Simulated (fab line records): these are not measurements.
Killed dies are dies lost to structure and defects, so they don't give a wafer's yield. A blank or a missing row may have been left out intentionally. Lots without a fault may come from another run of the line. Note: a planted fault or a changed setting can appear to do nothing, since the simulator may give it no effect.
A lot that was struck, set against a sound lot | flow sfqLine | 20 out of 325 route steps
Sound: wafers L772.1, L772.2, L772.5. Wafers struck: L780.1, L780.3, L780.4. Last of all comes the cause.
For every step that has rows: the tool of each side, followed by ch and its chambers, followed by its first start. Under that, the readings that differ: sound wafers | struck wafers | difference of the means | sigmas: that difference in standard deviations of wafers without a fault.
alike: readings whose means differ by less than 2 such deviations, and words and numbers that are the same on both sides. not compared: withheld readings, readings that some wafer has no value for, bounds like >300 that may hide the same value, and numbers for which the record gives no deviation and whose values overlap.
Wherever a step has rows on one side only, a row that says differs or no value, or a row with sigmas, the two part there. Numbers that don't overlap but have no deviation are shown without sigmas and don't part them. Lack of a reading on every wafer of one side parts them only where that side has two or more wafers.

first, 3 steps without rows for these wafers: SFQ_TRILAYER_I2_VIA_LITHO_EXPOSE_068 (exposes mask I2, target cd 500 nm); SFQ_TRILAYER_I2_VIA_LITHO_PEB_070 (peb time 60 s); SFQ_TRILAYER_I2_VIA_LITHO_DEVELOP_069 (time 60 s).
SFQ_I2_OVL_MEAS_918:
  struck on overlay-02, day 47 07:56; sound on overlay-02, day 45 18:28
reading     | sound      | struck  | difference | sigmas
I2_OVL (nm) | -11 -5 -11 | 11 9 10 | +19        | +3
SFQ_TRILAYER_I2_VIA_BARC_OPEN_VIA_ETCH_096: etches BARC in O2, target depth 125 nm, time 41.7 s.
  sound on rieDiel-03 ch 0,1,3, day 45 18:31; struck on rieDiel-04 ch 0,1,2, day 47 07:58
  alike: drypumpMotorCurrentA, oesProductAu, rfFwdPowerW
  not compared: rfHoursCounterH
SFQ_TRILAYER_I2_VIA_ETCH_VIA_ETCH_070: etches SiO2 in CHF3, stops on Nb, target depth 260 nm.
  sound on rieDiel-03 ch 0,1,3, day 45 18:33; struck on rieDiel-04 ch 0,1,2, day 47 08:01
  alike: drypumpMotorCurrentA, oesProductAu, rfFwdPowerW
SFQ_TRILAYER_I2_VIA_STRIP_STRIP_071: strips in O2.
  sound on rieMetal-04 ch 1, day 45 18:40; struck on rieMetal-04 ch 0,1, day 47 08:08
  alike: drypumpMotorCurrentA, oesProductAu
  not compared: rfHoursCounterH
then, 2 steps without rows for these wafers: SFQ_TRILAYER_I2_VIA_STRIP_SOLV_CLEAN_072 (cleans in NMP, time 600 s); SFQ_TRILAYER_M3_DEP_PRE_CLEAN_074 (time 22.5 s).
SFQ_TRILAYER_M3_DEP_SPUTTER_073: material Nb, target thk 200 nm, time 133.3 s.
  struck on pvdSputter-03, day 47 08:56; sound on pvdSputter-06, day 45 20:04
  alike: chamberPressurePa, throttleValvePct
SFQ_M3_RS_MEAS_919: a four-point-probe measurement.
  struck on filmMetro-02, day 47 09:01; sound on filmMetro-01, day 45 20:09
  alike: M3_NB_RS
SFQ_TRILAYER_M3_LITHO_COAT_080: resist thk 62 nm.
  sound on lithoTrack-04 ch 0, day 45 20:20; struck on lithoTrack-04 ch 0, day 47 09:12
reading                                             | sound             | struck            | difference | sigmas
model.BARC_of_TRILAYER_M3_LITHO_COAT_080.thkNm (nm) | 62.12 62.21 62.12 | 58.46 58.39 58.37 | -3.74      | 
  alike: resistLineTempC
then, 5 steps without rows for these wafers: SFQ_TRILAYER_M3_LITHO_COAT_075 (resist thk 600 nm); SFQ_TRILAYER_M3_LITHO_SOFTBAKE_079; SFQ_TRILAYER_M3_LITHO_EXPOSE_076 (exposes mask M3, target cd 500 nm); SFQ_TRILAYER_M3_LITHO_PEB_078 (peb time 60 s); SFQ_TRILAYER_M3_LITHO_DEVELOP_077 (time 60 s).
-- the record jumps here: 5 days lie between the struck wafers' starts before and after --
SFQ_M3_OVL_MEAS_921:
  struck on overlay-02, day 51 22:01; sound on overlay-01, day 45 22:35
  alike: M3_OVL
SFQ_TRILAYER_M3_BARC_OPEN_METAL_ETCH_100: etches BARC in O2, target depth 125 nm, time 41.7 s.
  sound on rieMetal-03 ch 0,1, day 45 22:37; struck on rieMetal-04 ch 0,1, day 51 22:04
reading                 | sound             | struck            | difference | sigmas
oesProductAu (a.u.)     | 0.683 0.682 0.683 | 0.662 0.675 0.669 | -0.014     | -3
model.etch.depthNm (nm) | 62.12 62.21 62.12 | 58.46 58.39 58.37 | -3.74      | 
  alike: drypumpMotorCurrentA, rfFwdPowerW
  not compared: rfHoursCounterH
SFQ_TRILAYER_M3_ETCH_METAL_ETCH_078: etches Nb in Cl2/Ar, stops on SiO2, target depth 240 nm, time 120 s.
  sound on rieMetal-03 ch 0,1, day 45 22:41; struck on rieMetal-04 ch 0,1, day 51 22:07
  alike: drypumpMotorCurrentA, oesProductAu, rfFwdPowerW
  not compared: rfHoursCounterH

WHERE THEY PART
Last at SFQ_TRILAYER_M3_BARC_OPEN_METAL_ETCH_100 as far as this record goes, first at SFQ_I2_OVL_MEAS_918. Later steps at which nothing parts them and some readings are alike: SFQ_TRILAYER_M3_ETCH_METAL_ETCH_078.

WHY: whatever the simulator had introduced
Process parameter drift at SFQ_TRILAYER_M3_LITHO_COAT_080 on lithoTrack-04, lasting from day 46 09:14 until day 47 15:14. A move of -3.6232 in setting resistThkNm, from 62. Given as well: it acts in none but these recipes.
